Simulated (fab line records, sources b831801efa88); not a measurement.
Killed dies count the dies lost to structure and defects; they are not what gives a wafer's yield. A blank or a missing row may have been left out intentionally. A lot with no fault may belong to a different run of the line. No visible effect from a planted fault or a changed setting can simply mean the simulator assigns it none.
What tool caused it? | flow gf180mcu | 14 lots, 42 wafers sampled, at 1 step of a route of 602

== WHAT THE GAUGES READ, wafer by wafer ==
GF_M4_THK_MEAS_06: measures by xrf. Usual: for M4_ALCU_THK the level is 457 nm and the standard deviation is 6.
lot  | measured     | on            | M4_ALCU_THK (nm) | flag
L240 | day 23 06:38 | film_metro-02 | 454 458 455      |
L241 | day 23 17:13 | film_metro-03 | 454 448 456      |
L242 | day 23 19:07 | film_metro-03 | 463 455 462      |
L244 | day 24 22:11 | film_metro-02 | 465 447 467      |
L245 | day 25 06:02 | film_metro-02 | 469 459 457      |
L248 | day 25 23:14 | film_metro-04 | 460 460 456      |
L252 | day 27 01:32 | film_metro-04 | 453 469 452      |
L256 | day 28 11:20 | film_metro-02 | 456 458 464      |
L258 | day 29 00:20 | film_metro-03 | 451 451 453      |
L259 | day 29 08:46 | film_metro-02 | 454 453 456      |
L260 | day 29 14:01 | film_metro-03 | 465 461 469      |
L261 | day 30 01:29 | film_metro-02 | 464 468 470      |
L262 | day 30 04:07 | film_metro-02 | 458 464 457      |
L263 | day 30 10:18 | film_metro-03 | 469 453 457      |

== WHICH TOOL RAN EACH LOT (tool, then ch and the chambers of the sampled wafers, then the start) ==
Record: no process step prior to these readings.

== WHAT THE TOOLS THEMSELVES READ (means of the sampled wafers that have a number; where no wafer has one, the mark that the record gives instead) ==
The record holds no such reading with a usual standard deviation.

== THE ANSWER, worked out from the rows above alone ==
Rule: lot off if the mean of its wafers having a number is beyond 3 standard deviations from the usual mean. A lot without any number at a reading at which 4 lots or more have one is off too. Any other lot the step has rows for is counted as sound. The gauges are gone through in route order, then the tools' own readings, and for those a lot's mean is taken as printed above. At the first step where some lot is off, the reading lying furthest off is the one used; lots without a number count as furthest.
None of the lots is off at any reading shown; this tells nothing.

== WHAT HAD BEEN PUT IN BY THE SIMULATOR ==
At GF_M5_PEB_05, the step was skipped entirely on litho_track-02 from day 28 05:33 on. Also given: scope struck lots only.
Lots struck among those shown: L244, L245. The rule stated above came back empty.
